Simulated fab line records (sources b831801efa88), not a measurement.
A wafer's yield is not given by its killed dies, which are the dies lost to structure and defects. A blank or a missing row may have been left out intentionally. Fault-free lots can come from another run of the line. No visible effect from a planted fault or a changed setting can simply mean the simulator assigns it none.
fab line records + flow sky130
record
- lots=6
- wafers=18
- last_day=48
route steps=708 shown METAL2@485
lots that met no fault: from a run of the same line without faults
start_h: hours from the record's opening day to when the first of the lot's shown wafers began + wait_h: hours since the lot's step before + " repeats the value in the row above + L1.1+2: one row covering several wafers at once + - value missing, or start not given + * or withheld: withheld + < > ~ a bound
route shown NAME@n: names a module that has steps shown in the file, with the first one's number in the route + usual: the fault-free wafers' mean and standard deviation + same: alike in all rows + chamber/n: place in a boat + sites: readings site by site + _std_site: their standard deviation + _edge_site: mean of outer sites minus mean of inner sites + radius_mm: for every site, how far away it sits from the centre of the wafer + mask NAME#n: copy n + behind: the most recent tool/chamber to have shaped the wafer + hold: reason for holding the lot/hours on hold/outcome of the hold + device: the n, p or np transistor that did not switch + end of line: the same wafers' tests at the end of the route + for a step that has no rows: nothing shown but its recipe + killed: not the wafer's yield, but the dies lost to structure and defects at the first sort + map: the dies of a wafer, with x for killed, . for not killed, _ for no die there
set.NAME: the setting as run; set.NAME@STEP: as run at that earlier step + model.NAME: the simulator's own value behind a step, which no gauge read
lots at selected steps of the route; one table per step, one row per wafer
services: the hour from which a tool's chamber was out of use, counted from the record's first day as start_h (under 0 if before that day), plus the number of hours and why
## steps
# step SKY_METAL2_SPUTTER_02
# recipe
- material=AlCu
- target_thk_nm=250
- power_w=10600
- time_s=12.9
- chamber_pressure_pa=0.4
# usual
- chamber_pressure_pa=0.4000/0.00079
- throttle_valve_pct=29.7/0.97
# same
- time_s=12.9
| lot.wafer | tool           | chamber | start_h | wait_h | chamber_pressure_pa | throttle_valve_pct |
|-----------|----------------|---------|---------|--------|---------------------|--------------------|
| L498.1    | pvd_sputter-03 | -       | 851.93  | 0.0    | 0.4001              | 28.9               |
| L498.2    | "              | -       | "       | "      | 0.3998              | 30.2               |
| L498.5    | "              | -       | "       | "      | 0.4002              | 28.2               |
| L503.3    | pvd_sputter-01 | -       | 857.65  | 0.0    | 0.4003              | 29.4               |
| L503.4    | "              | -       | "       | "      | 0.3999              | 29.9               |
| L503.5    | "              | -       | "       | "      | 0.3998              | 28.7               |
| L502.1    | pvd_sputter-03 | -       | 861.42  | 0.0    | 0.3989              | 30.0               |
| L502.4    | "              | -       | "       | "      | 0.3993              | 28.4               |
| L502.6    | "              | -       | "       | "      | 0.3986              | 28.1               |
| L509.2    | pvd_sputter-02 | -       | 905.32  | 0.0    | 0.4003              | 30.1               |
| L509.4    | "              | -       | "       | "      | 0.3989              | 30.0               |
| L509.5    | "              | -       | "       | "      | 0.3994              | 31.6               |
| L514.2    | pvd_sputter-01 | -       | 955.40  | 0.0    | 0.4003              | 30.7               |
| L514.3    | "              | -       | "       | "      | 0.4000              | 28.6               |
| L514.5    | "              | -       | "       | "      | 0.3995              | 29.7               |
| L516.1    | pvd_sputter-02 | -       | 956.37  | 0.0    | 0.3999              | 30.4               |
| L516.2    | "              | -       | "       | "      | 0.4007              | 30.3               |
| L516.6    | "              | -       | "       | "      | 0.4009              | 29.9               |
# step SKY_METAL2_SPUTTER_03
# recipe
- material=Ti
- target_thk_nm=5
- power_w=3000
- time_s=3.3
- chamber_pressure_pa=0.4
# usual
- chamber_pressure_pa=0.4000/0.00074
- throttle_valve_pct=29.7/0.93
# same
- time_s=3.3
| lot.wafer | tool           | chamber | start_h | wait_h | chamber_pressure_pa | throttle_valve_pct |
|-----------|----------------|---------|---------|--------|---------------------|--------------------|
| L498.1    | pvd_sputter-03 | -       | 851.95  | 0.0    | 0.3994              | 28.8               |
| L498.2    | "              | -       | "       | "      | 0.4007              | 30.1               |
| L498.5    | "              | -       | "       | "      | 0.3997              | 28.4               |
| L503.3    | pvd_sputter-01 | -       | 857.67  | 0.0    | 0.4001              | 29.4               |
| L503.4    | "              | -       | "       | "      | 0.4004              | 29.8               |
| L503.5    | "              | -       | "       | "      | 0.3998              | 28.6               |
| L502.1    | pvd_sputter-03 | -       | 861.44  | 0.0    | 0.3995              | 29.9               |
| L502.4    | "              | -       | "       | "      | 0.3991              | 28.5               |
| L502.6    | "              | -       | "       | "      | 0.3995              | 28.4               |
| L509.2    | pvd_sputter-02 | -       | 905.34  | 0.0    | 0.3996              | 29.7               |
| L509.4    | "              | -       | "       | "      | 0.3985              | 30.0               |
| L509.5    | "              | -       | "       | "      | 0.4000              | 31.4               |
| L514.2    | pvd_sputter-01 | -       | 955.43  | 0.0    | 0.4010              | 30.7               |
| L514.3    | "              | -       | "       | "      | 0.3990              | 28.5               |
| L514.5    | "              | -       | "       | "      | 0.3988              | 29.5               |
| L516.1    | pvd_sputter-02 | -       | 956.39  | 0.0    | 0.4006              | 30.4               |
| L516.2    | "              | -       | "       | "      | 0.4006              | 29.6               |
| L516.6    | "              | -       | "       | "      | 0.4004              | 29.8               |
# step SKY_METAL2_SPUTTER_04
# recipe
- material=TiN
- target_thk_nm=70
- power_w=6500
- time_s=58.3
- chamber_pressure_pa=0.4
# usual
- chamber_pressure_pa=0.4000/0.0008
- throttle_valve_pct=29.7/0.94
# same
- time_s=58.3
| lot.wafer | tool           | chamber | start_h | wait_h | chamber_pressure_pa | throttle_valve_pct |
|-----------|----------------|---------|---------|--------|---------------------|--------------------|
| L498.1    | pvd_sputter-03 | -       | 851.97  | 0.0    | 0.3995              | 28.9               |
| L498.2    | "              | -       | "       | "      | 0.3998              | 30.1               |
| L498.5    | "              | -       | "       | "      | 0.4007              | 28.4               |
| L503.3    | pvd_sputter-01 | -       | 857.69  | 0.0    | 0.4011              | 29.3               |
| L503.4    | "              | -       | "       | "      | 0.4001              | 30.0               |
| L503.5    | "              | -       | "       | "      | 0.3989              | 28.5               |
| L502.1    | pvd_sputter-03 | -       | 861.46  | 0.0    | 0.4014              | 30.0               |
| L502.4    | "              | -       | "       | "      | 0.3988              | 28.3               |
| L502.6    | "              | -       | "       | "      | 0.3997              | 28.3               |
| L509.2    | pvd_sputter-02 | -       | 905.36  | 0.0    | 0.4004              | 30.0               |
| L509.4    | "              | -       | "       | "      | 0.4005              | 30.1               |
| L509.5    | "              | -       | "       | "      | 0.3989              | 31.3               |
| L514.2    | pvd_sputter-01 | -       | 955.44  | 0.0    | 0.4015              | 31.0               |
| L514.3    | "              | -       | "       | "      | 0.4007              | 28.6               |
| L514.5    | "              | -       | "       | "      | 0.3999              | 29.4               |
| L516.1    | pvd_sputter-02 | -       | 956.41  | 0.0    | 0.3994              | 30.3               |
| L516.2    | "              | -       | "       | "      | 0.4005              | 30.0               |
| L516.6    | "              | -       | "       | "      | 0.4010              | 29.7               |
# step SKY_METAL2_RS_MEAS_05
# recipe
- thk_meas_gauge=four-point-probe
- reads=TiN_of_METAL2_SPUTTER_04+Ti_of_METAL2_SPUTTER_03+AlCu_of_METAL2_SPUTTER_02+TiN_of_METAL2_SPUTTER_01+Ti_of_METAL2_SPUTTER_00
# usual
- METAL2_ALCU_RS=0.1301/0.0013
| lot.wafer | tool          | chamber | start_h | wait_h | METAL2_ALCU_RS[ohm/sq] |
|-----------|---------------|---------|---------|--------|------------------------|
| L498.1    | film_metro-04 | -       | 852.02  | 0.0    | 0.1279                 |
| L498.2    | "             | -       | "       | "      | 0.1296                 |
| L498.5    | "             | -       | "       | "      | 0.1300                 |
| L503.3    | film_metro-04 | -       | 857.78  | 0.1    | 0.1308                 |
| L503.4    | "             | -       | "       | "      | 0.1312                 |
| L503.5    | "             | -       | "       | "      | 0.1325                 |
| L502.1    | film_metro-01 | -       | 861.51  | 0.0    | 0.1315                 |
| L502.4    | "             | -       | "       | "      | 0.1304                 |
| L502.6    | "             | -       | "       | "      | 0.1298                 |
| L509.2    | film_metro-02 | -       | 905.43  | 0.0    | 0.1320                 |
| L509.4    | "             | -       | "       | "      | 0.1315                 |
| L509.5    | "             | -       | "       | "      | 0.1315                 |
| L514.2    | film_metro-04 | -       | 955.51  | 0.0    | 0.1281                 |
| L514.3    | "             | -       | "       | "      | 0.1294                 |
| L514.5    | "             | -       | "       | "      | 0.1295                 |
| L516.1    | film_metro-02 | -       | 956.46  | 0.0    | 0.1318                 |
| L516.2    | "             | -       | "       | "      | 0.1312                 |
| L516.6    | "             | -       | "       | "      | 0.1312                 |
# step SKY_METAL2_THK_MEAS_06
# recipe
- thk_meas_gauge=xrf
- reads=AlCu_of_METAL2_SPUTTER_02
# usual
- METAL2_ALCU_THK=243/3.6
| lot.wafer | tool          | chamber | start_h | wait_h | METAL2_ALCU_THK[nm] |
|-----------|---------------|---------|---------|--------|---------------------|
| L498.1    | film_metro-04 | -       | 852.14  | 0.1    | 248                 |
| L498.2    | "             | -       | "       | "      | 245                 |
| L498.5    | "             | -       | "       | "      | 244                 |
| L503.3    | film_metro-04 | -       | 857.88  | 0.1    | 241                 |
| L503.4    | "             | -       | "       | "      | 241                 |
| L503.5    | "             | -       | "       | "      | 238                 |
| L502.1    | film_metro-01 | -       | 861.63  | 0.1    | 238                 |
| L502.4    | "             | -       | "       | "      | 240                 |
| L502.6    | "             | -       | "       | "      | 242                 |
| L509.2    | film_metro-02 | -       | 905.54  | 0.1    | 238                 |
| L509.4    | "             | -       | "       | "      | 239                 |
| L509.5    | "             | -       | "       | "      | 237                 |
| L514.2    | film_metro-04 | -       | 955.62  | 0.1    | 248                 |
| L514.3    | "             | -       | "       | "      | 246                 |
| L514.5    | "             | -       | "       | "      | 248                 |
| L516.1    | film_metro-02 | -       | 956.58  | 0.1    | 240                 |
| L516.2    | "             | -       | "       | "      | 242                 |
| L516.6    | "             | -       | "       | "      | 241                 |
# step SKY_METAL2_DEHYDRATE_07
# recipe
- temp_c=200
- time_s=60
# step SKY_METAL2_HMDS_08
# recipe
- prime_time_s=60
- prime_temp_c=120
# step SKY_METAL2_COAT_09
# recipe
- resist=BARC
- temp_c=withheld
- time_s=withheld
- spin_rpm=3000
- resist_thk_nm=60
# step SKY_METAL2_COAT_10
# recipe
- resist=KrF-thick
- spin_rpm=3000
- resist_thk_nm=450
# step SKY_METAL2_SOFTBAKE_11
# recipe
- temp_c=100
- time_s=90
- resist=KrF-thick
# step SKY_METAL2_EXPOSE_12
# recipe
- mask_id=MM2
- na=0.8
- source_shape=annular
- sigma_inner=0.55
- sigma_outer=0.85
- target_cd_nm=140
- dose_mj=28
# step SKY_METAL2_PEB_13
# recipe
- peb_temp_c=withheld
- peb_time_s=withheld
- resist=KrF-thick
# step SKY_METAL2_DEVELOP_14
# recipe
- develop_time_s=60
- resist=KrF-thick
- dev_temp_c=21
# usual
- chill_plate_temp_C=23.00/0.097
- develop_time_s=60/0
| lot.wafer | tool           | chamber | start_h | wait_h | chill_plate_temp_C | develop_time_s | model.KrF-thick_of_METAL2_COAT_10.thk_nm |
|-----------|----------------|---------|---------|--------|--------------------|----------------|------------------------------------------|
| L498.1    | litho_track-04 | 0       | 877     | -      | 22.95              | 60             | 436.6                                    |
| L498.2    | "              | 0       | "       | "      | 23.14              | 60             | 435.8                                    |
| L498.5    | "              | 0       | "       | "      | 23.02              | 60             | 436.4                                    |
| L503.3    | litho_track-01 | 0       | 883     | -      | 23.15              | 60             | 438.6                                    |
| L503.4    | "              | 0       | "       | "      | 22.84              | 60             | 436.7                                    |
| L503.5    | "              | 0       | "       | "      | 22.71              | 60             | 436.8                                    |
| L502.1    | litho_track-03 | 0       | 885     | -      | 22.96              | 60             | 437.5                                    |
| L502.4    | "              | 0       | "       | "      | 22.99              | 60             | 435.2                                    |
| L502.6    | "              | 0       | "       | "      | 22.99              | 60             | 436.4                                    |
| L509.2    | litho_track-01 | 0       | 930     | -      | 23.01              | 60             | 437                                      |
| L509.4    | "              | 0       | "       | "      | 23.04              | 60             | 434.8                                    |
| L509.5    | "              | 0       | "       | "      | 23.04              | 60             | 436.3                                    |
| L514.2    | litho_track-04 | -       | 978     | -      | -                  | -              | 449.4                                    |
| L514.3    | "              | -       | "       | "      | -                  | -              | 449.9                                    |
| L514.5    | "              | -       | "       | "      | -                  | -              | 449                                      |
| L516.1    | litho_track-03 | -       | 980     | -      | -                  | -              | 447.1                                    |
| L516.2    | "              | -       | "       | "      | -                  | -              | 446.7                                    |
| L516.6    | "              | -       | "       | "      | -                  | -              | 448.3                                    |
# step SKY_METAL2_CD_MEAS_15
# recipe
- target_cd_nm=140
# usual
- cd_nm=140.1/1.6
| lot.wafer | tool      | chamber | start_h | wait_h | cd_nm |
|-----------|-----------|---------|---------|--------|-------|
| L498.1    | cd_sem-02 | -       | 877.74  | -      | 141.3 |
| L498.2    | "         | -       | "       | "      | 140.6 |
| L498.5    | "         | -       | "       | "      | 140.1 |
| L503.3    | cd_sem-02 | -       | 883.68  | -      | 136.4 |
| L503.4    | "         | -       | "       | "      | 136.4 |
| L503.5    | "         | -       | "       | "      | 136.7 |
| L502.1    | cd_sem-01 | -       | 886.00  | -      | 138.5 |
| L502.4    | "         | -       | "       | "      | 137.2 |
| L502.6    | "         | -       | "       | "      | 138.4 |
| L509.2    | cd_sem-01 | -       | 930.61  | -      | 142.2 |
| L509.4    | "         | -       | "       | "      | 141.9 |
| L509.5    | "         | -       | "       | "      | 142.5 |
| L514.2    | cd_sem-02 | -       | 979.01  | -      | -     |
| L514.3    | "         | -       | "       | "      | -     |
| L514.5    | "         | -       | "       | "      | -     |
| L516.1    | cd_sem-01 | -       | 980.45  | -      | -     |
| L516.2    | "         | -       | "       | "      | -     |
| L516.6    | "         | -       | "       | "      | -     |
## services
| tool           | chamber | start_h | hours | kind                      |
|----------------|---------|---------|-------|---------------------------|
| pvd_sputter-01 | 3       | 832.59  | -     | consumable_replace:kit    |
| pvd_sputter-01 | 3       | 832.59  | 18.0  | scheduled_down            |
| pvd_sputter-01 | 3       | 832.59  | 18.0  | vent_cycle                |
| litho_track-04 | -       | 838.20  | -     | consumable_replace:filter |
| pvd_sputter-01 | -       | 847.18  | 9.9   | repair                    |
| pvd_sputter-02 | -       | 882.23  | 5.3   | repair                    |
| pvd_sputter-02 | 0       | 897.72  | -     | consumable_replace:kit    |
| pvd_sputter-02 | 0       | 897.72  | 18.0  | scheduled_down            |
| pvd_sputter-02 | 0       | 897.72  | 18.0  | vent_cycle                |
| pvd_sputter-01 | -       | 908.48  | 6.3   | repair                    |
| pvd_sputter-01 | -       | 928.45  | 2.9   | repair                    |
| pvd_sputter-01 | -       | 935.12  | 4.5   | repair                    |
| pvd_sputter-03 | -       | 966.55  | 3.4   | repair                    |
## key
first_sign
- step=SKY_METAL2_DEVELOP_14
- reading=tool_record
- direction=missing
effect none on later readings
model_effect
- step=SKY_METAL2_DEVELOP_14
- value=KrF-thick_of_METAL2_COAT_10.thk_nm
- without=434.3
- struck=448.4
met_at SKY_METAL2_DEVELOP_14
struck_wafers L514.2,L514.3,L514.5,L516.1,L516.2,L516.6
later_rows_left_out L514.2,L514.3,L514.5,L516.1,L516.2,L516.6
sort_left_out L514.2,L514.3,L514.5,L516.1,L516.2,L516.6
onset_between 885 978
fault
- kind=skipped_step_whole
- tool=litho_track-03,litho_track-04
- chamber=-
- onset_h=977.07
- steps=SKY_METAL2_DEVELOP_14
- scope=struck_lots_only
# sort_left_out: the simulated sort isn't trusted on such a fault, so these wafers' sort isn't shown, and their yield isn't known
# later_rows_left_out: the simulator's readings of these wafers behind a module that went badly wrong aren't trusted and aren't shown, but for the sort
